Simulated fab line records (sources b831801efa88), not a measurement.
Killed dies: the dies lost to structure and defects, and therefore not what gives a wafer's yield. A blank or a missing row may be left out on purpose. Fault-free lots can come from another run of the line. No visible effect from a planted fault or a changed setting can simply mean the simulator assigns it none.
What tool caused it? || flow sky130 || 6 lots, 18 wafers sampled, at 2 steps of a route of 708

== WHAT THE GAUGES SHOWED, per wafer ==
SKY_VT_ADJUST_HVTR_TW_MEAS_11.
{"lot": "L222", "measured": "day 11 02:46", "on": "film-metro-02", "VT_ADJUST_HVTR_TW": "223.9 225.5 224.8"}
{"lot": "L226", "measured": "day 12 00:14", "on": "film-metro-04", "VT_ADJUST_HVTR_TW": "229.3 228.0 227.5"}
{"lot": "L232", "measured": "day 14 04:50", "on": "film-metro-03", "VT_ADJUST_HVTR_TW": "206.3 205.1 205.3"}
{"lot": "L234", "measured": "day 14 19:28", "on": "film-metro-03", "VT_ADJUST_HVTR_TW": "205.7 205.3 205.7"}
{"lot": "L236", "measured": "day 15 07:47", "on": "film-metro-04", "VT_ADJUST_HVTR_TW": "210.6 210.8 210.5"}
{"lot": "L238", "measured": "day 15 20:29", "on": "film-metro-04", "VT_ADJUST_HVTR_TW": "209.9 210.1 210.7"}

== WHAT TOOL EACH LOT RAN ON (gives the tool, then ch and the chambers of the sampled wafers, and finally the start) ==
{"lot": "L222", "SKY_VT_ADJUST_HVTR_IMPLANT_09": "implanter-03 ch 0, day 11 02:31"}
{"lot": "L226", "SKY_VT_ADJUST_HVTR_IMPLANT_09": "implanter-03 ch 0, day 12 00:00"}
{"lot": "L232", "SKY_VT_ADJUST_HVTR_IMPLANT_09": "implanter-01 ch 0, day 14 04:37"}
{"lot": "L234", "SKY_VT_ADJUST_HVTR_IMPLANT_09": "implanter-01 ch 0, day 14 19:13"}
{"lot": "L236", "SKY_VT_ADJUST_HVTR_IMPLANT_09": "implanter-01 ch 0, day 15 07:32"}
{"lot": "L238", "SKY_VT_ADJUST_HVTR_IMPLANT_09": "implanter-01 ch 0, day 15 20:15"}
- SKY_VT_ADJUST_HVTR_IMPLANT_09

== THE ANSWER, worked out from the rows above alone ==
Rule: usual is defined by the lots themselves. Put in order of their means at a reading, lots are off if they are a third of the lots or fewer, leave a main group of 4 or more, and stand apart from it by a gap of 3 or more times the standard deviation of the main group's means; of several such gaps the widest counts. A main group is skipped when, at the precision printed for the reading in the tables above, its means are all equal. A lot without any number at a reading at which 4 lots or more have one is off too. Where the step has rows for the other lots, those lots are counted as sound.
Off: L222, L226, at SKY_VT_ADJUST_HVTR_TW_MEAS_11 (VT_ADJUST_HVTR_TW). The main group has a mean of 208.0 with a standard deviation of 2.4.
A tool fits if, at a process step before that reading, it ran every lot that is off, and no sound lot after the first of them. The gauges at SKY_VT_ADJUST_HVTR_TW_MEAS_11 are tried like those tools. One candidate fits, namely implanter-03 at SKY_VT_ADJUST_HVTR_IMPLANT_09. It ran no sound lot before its first lot that is off in this sample, so the start can't be narrowed down.

== WHAT THE SIMULATOR PUT IN ==
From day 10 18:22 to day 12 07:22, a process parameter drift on implanter-03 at SKY_VT_ADJUST_HVTR_IMPLANT_09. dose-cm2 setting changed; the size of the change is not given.
Shown lots that were struck: L222, L226. The rule given above showed the same thing.
